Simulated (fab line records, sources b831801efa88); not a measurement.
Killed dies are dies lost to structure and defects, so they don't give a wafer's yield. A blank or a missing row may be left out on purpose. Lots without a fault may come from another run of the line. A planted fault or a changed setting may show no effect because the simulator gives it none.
A struck lot beside a sound one | flow sky130 | 16 steps out of a route of 708
Sound: wafers L919.2, L919.3, L919.6. Struck: wafers L909.1, L909.2, L909.6. The cause comes at the end.
At each step with rows: each side's tool, then ch and its chambers, then its first start. Under that, the readings that differ: sound wafers | struck wafers | difference of the means | sigmas: that difference in standard deviations of wafers without a fault.
alike: readings whose means differ by less than 2 such deviations, and words and numbers that are the same on both sides. not compared: withheld readings, readings that some wafer has no value for, bounds like >300 that may hide the same value, and numbers for which the record gives no deviation and whose values overlap.
The two part at a step that has a row with sigmas, a row that says differs or no value, or rows on one side only. Numbers that don't overlap but have no deviation are shown without sigmas and don't part them. A reading that every wafer of one side lacks parts them only if that side has two wafers or more.

first, 3 steps without rows for these wafers: SKY_VIA3_EXPOSE_09 (exposes mask VIM3, target cd 200 nm); SKY_VIA3_PEB_10; SKY_VIA3_DEVELOP_11 (develop time 60 s).
SKY_VIA3_CD_MEAS_12: target cd 200 nm.
  sound on cd_sem-01, day 44 17:05; struck on cd_sem-02, day 42 04:07
  alike: cd_nm
SKY_VIA3_OVL_MEAS_13:
  sound on overlay-02, day 44 17:11; struck on overlay-01, day 42 04:14
  reading       | sound | struck   | difference | sigmas
  VIA3_OVL (nm) | 9 8 0 | -6 -9 -8 | -13        | -2
SKY_VIA3_ETCH_14: etches BARC in N2/H2, stops on SiO2, time 45.9 s, target depth 60 nm.
  sound on rie_diel-02 ch 0,1,2, day 44 17:13; struck on rie_diel-04 ch 1,2, day 42 04:16
  alike: drypump_motor_current_A, oes_product_au, throttle_valve_pct
  not compared: rf_hours_counter_h
SKY_VIA3_ETCH_15: etches SiO2 in C4F8/O2/Ar, stops on TiN, target depth 507 nm, time 78 s.
  sound on rie_diel-02 ch 0,1,2, day 44 17:16; struck on rie_diel-04 ch 1,2, day 42 04:19
  alike: oes_product_au
  not compared: rf_hours_counter_h
SKY_VIA3_STRIP_16: strips in O2/N2.
  sound on plasma_asher-04 ch 0,1, day 44 17:19; struck on plasma_asher-03 ch 0,1, day 42 04:22
  alike: drypump_motor_current_A, oes_product_au, strip_time_to_endpoint_s
  not compared: rf_hours_counter_h
then, 3 steps without rows for these wafers: SKY_VIA3_STRIP_17 (strips in post etch residue remover, time 1200 s); SKY_VIA3_CLEAN_18 (cleans in IPA, time 180 s); SKY_VIA3_CLEAN_19 (cleans in O3/DIW).
SKY_VIA3_SPUTTER_20: material TiN, target thk 20 nm, time 80 s.
  sound on pvd_sputter-04, day 44 17:55; struck on pvd_sputter-03, day 42 04:59
  alike: throttle_valve_pct
SKY_VIA3_CVD_21: deposits W, target thk 390 nm, time 117.31 s.
  sound on cvd_w-01 ch 0, day 44 17:59; struck on cvd_w-02 ch 0,1, day 42 05:02
  no value came back on the struck wafers for chamber_pressure_Torr (Torr), heater_power_outer_w (W), heater_power_w (W); on the sound wafers chamber_pressure_Torr (Torr) reads 39.98 40.07 39.96
SKY_VIA3_RS_MEAS_22: measures by four-point-probe.
  sound on film_metro-03, day 44 18:07; struck on film_metro-02, day 42 05:10
  reading            | sound             | struck               | difference | sigmas
  VIA3_W_RS (ohm/sq) | 0.291 0.289 0.292 | 57.269 57.051 57.301 | +56.916    | +99 or more
SKY_VIA3_THK_MEAS_23: measures by xrf.
  sound on film_metro-03, day 44 18:14; struck on film_metro-02, day 42 05:17
  not compared: VIA3_W_THK
SKY_VIA3_CMP_24: polishes, stops on SiO2, t overpolish 20 s, target thk 0 nm.
  sound on cmp-02 ch 0,1,3, day 44 18:20; struck on cmp-01 ch 0,2,3, day 42 05:26
  reading                | sound    | struck | difference | sigmas
  time_to_endpoint_s (s) | 96 98 99 | 4 7 9  | -91        | -23
  alike: edge_zone_pressure_frac, motor_current_A, slurry_flow_ml_min

WHERE THEY PART
First at SKY_VIA3_OVL_MEAS_13; last, within this record, at SKY_VIA3_CMP_24.

WHY: what the simulator had put in
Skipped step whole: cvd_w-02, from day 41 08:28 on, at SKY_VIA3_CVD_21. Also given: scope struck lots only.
